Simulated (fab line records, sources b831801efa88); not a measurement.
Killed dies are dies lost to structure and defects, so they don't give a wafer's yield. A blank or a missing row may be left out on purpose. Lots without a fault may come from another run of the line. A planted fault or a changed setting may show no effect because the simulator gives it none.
Which tool did it? | flow gf180mcu | 11 lots, 33 wafers sampled, at 5 steps of a route of 602

WHAT THE GAUGES READ, wafer by wafer
GF_V4_OVL_MEAS_15.
lot  | measured     | on         | V4_OVL (nm)
L262 | day 24 14:29 | overlay-01 | -6 -4 1
L263 | day 24 20:41 | overlay-02 | 1 0 -7
L265 | day 25 08:50 | overlay-01 | 2 4 2
L266 | day 25 20:17 | overlay-02 | 15 5 18
L267 | day 26 03:06 | overlay-02 | 8 11 -5
L269 | day 26 21:56 | overlay-02 | -3 -2 -2
L270 | day 27 04:02 | overlay-01 | 3 -9 2
L271 | day 27 10:50 | overlay-01 | 4 -3 0
L274 | day 28 12:40 | overlay-02 | 14 8 9
L284 | day 31 10:21 | overlay-01 | 8 7 4
L285 | day 31 16:46 | overlay-02 | 3 1 -6

GF_V4_RS_MEAS_24: measures by four-point-probe.
lot  | measured     | on            | V4_W_RS (ohm/sq)
L262 | day 24 15:26 | film_metro-02 | 0.330 0.332 0.330
L263 | day 24 21:45 | film_metro-02 | 0.329 0.329 0.330
L265 | day 25 09:47 | film_metro-04 | 0.331 0.333 0.329
L266 | day 25 21:12 | film_metro-03 | 0.328 0.318 0.330
L267 | day 26 04:01 | film_metro-02 | 0.327 0.332 0.324
L269 | day 26 22:52 | film_metro-02 | 0.319 0.318 0.323
L270 | day 27 05:06 | film_metro-02 | 0.332 0.332 0.333
L271 | day 27 11:47 | film_metro-02 | 0.331 0.323 0.322
L274 | day 28 13:39 | film_metro-02 | 0.329 0.337 0.330
L284 | day 31 11:16 | film_metro-04 | 0.330 0.251 0.335
L285 | day 31 17:49 | film_metro-03 | 0.253 0.325 0.251

GF_V4_THK_MEAS_25: measures by xrf.
lot  | measured     | on            | V4_W_THK (nm)
L262 | day 24 15:33 | film_metro-02 | 335 335 337
L263 | day 24 21:52 | film_metro-02 | 337 337 334
L265 | day 25 09:53 | film_metro-04 | 341 340 344
L266 | day 25 21:19 | film_metro-03 | 344 356 341
L267 | day 26 04:08 | film_metro-02 | 336 330 340
L269 | day 26 22:58 | film_metro-02 | 342 345 340
L270 | day 27 05:12 | film_metro-02 | 335 338 336
L271 | day 27 11:53 | film_metro-02 | 337 348 347
L274 | day 28 13:46 | film_metro-02 | 346 339 345
L284 | day 31 11:23 | film_metro-04 | 336 440 336
L285 | day 31 17:56 | film_metro-03 | 436 343 443

WHICH TOOL RAN EACH LOT (tool, then ch and the chambers of the sampled wafers, then the start)
lot  | GF_V4_CVD_02                    | GF_V4_CVD_23
L262 | pecvd-04 ch 0,2, day 23 15:40   | cvd_w-02 ch 0,1, day 24 15:19
L263 | pecvd-02 ch 0,1, day 23 21:10   | cvd_w-02 ch 0, day 24 21:31
L265 | pecvd-02 ch 0,1,2, day 24 10:43 | cvd_w-02 ch 0,1, day 25 09:40
L266 | pecvd-04 ch 0,1,2, day 24 22:05 | cvd_w-01 ch 0,1, day 25 21:05
L267 | pecvd-04 ch 0,1,2, day 25 04:36 | cvd_w-01 ch 0,1, day 26 03:53
L269 | pecvd-01 ch 0,2, day 26 00:17   | cvd_w-01 ch 1, day 26 22:44
L270 | pecvd-01 ch 1,2, day 26 06:38   | cvd_w-01 ch 0, day 27 04:55
L271 | pecvd-02 ch 0,1,2, day 26 13:09 | cvd_w-01 ch 0,1, day 27 11:40
L274 | pecvd-04 ch 0,1,2, day 27 16:31 | cvd_w-01 ch 0,1, day 28 13:32
L284 | pecvd-02 ch 0,2, day 30 16:08   | cvd_w-01 ch 0,1, day 31 11:08
L285 | pecvd-01 ch 1,2, day 30 22:46   | cvd_w-01 ch 0,1, day 31 17:42
- GF_V4_CVD_02: deposits SiO2 from TEOS, target thk 850 nm, time 94.851 s.
- GF_V4_CVD_23: deposits W, target thk 350 nm, time 104.9 s.

WHAT THE TOOLS THEMSELVES READ (means of the sampled wafers that have a number; where no wafer has one, the mark that the record gives instead)
GF_V4_CVD_02.
lot  | tool     | heater_power_w (W)
L262 | pecvd-04 | 531
L263 | pecvd-02 | 669
L265 | pecvd-02 | 592
L266 | pecvd-04 | 563
L267 | pecvd-04 | 576
L269 | pecvd-01 | 610
L270 | pecvd-01 | 599
L271 | pecvd-02 | 641
L274 | pecvd-04 | 542
L284 | pecvd-02 | 651
L285 | pecvd-01 | 605

GF_V4_CVD_23.
lot  | tool     | heater_power_w (W)
L262 | cvd_w-02 | 838
L263 | cvd_w-02 | 785
L265 | cvd_w-02 | 837
L266 | cvd_w-01 | 964
L267 | cvd_w-01 | 892
L269 | cvd_w-01 | 826
L270 | cvd_w-01 | 1033
L271 | cvd_w-01 | 889
L274 | cvd_w-01 | 915
L284 | cvd_w-01 | 899
L285 | cvd_w-01 | 967

THE ANSWER, worked out from the rows above alone
Rule: what is usual is taken from the lots themselves. Put in order of their means at a reading, lots are off if they are a third of the lots or fewer, leave a main group of 4 or more, and stand apart from it by a gap of 3 or more times the standard deviation of the main group's means; of several such gaps the widest counts. A main group whose means are all the same, to the digits that the tables above print for the reading, isn't used. A lot without any number at a reading at which 4 lots or more have one is off too. The other lots that the step has rows for count as sound. The gauges are gone through in route order, then the tools' own readings, and for those a lot's mean is taken as printed above. The first step at which some lot is off is used, and at that step the reading that is off furthest; a lot without a number counts as furthest.
Off: L284, L285, at GF_V4_RS_MEAS_24 (V4_W_RS). The main group: mean 0.328 ohm/sq, standard deviation 0.0038.
A tool fits if, at a process step before that reading, it ran every lot that is off, and no sound lot after the first of them. The gauges at GF_V4_RS_MEAS_24 are tried like those tools. One fits: cvd_w-01 at GF_V4_CVD_23. Its last sound lot is L274 (day 28 13:32), its first lot that is off L284 (day 31 11:08): a fault that began between those two fits.

WHAT THE SIMULATOR HAD PUT IN
Process parameter drift: cvd_w-01, from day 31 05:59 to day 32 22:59, at GF_V4_CVD_23. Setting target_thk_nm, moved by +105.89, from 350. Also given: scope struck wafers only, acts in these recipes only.
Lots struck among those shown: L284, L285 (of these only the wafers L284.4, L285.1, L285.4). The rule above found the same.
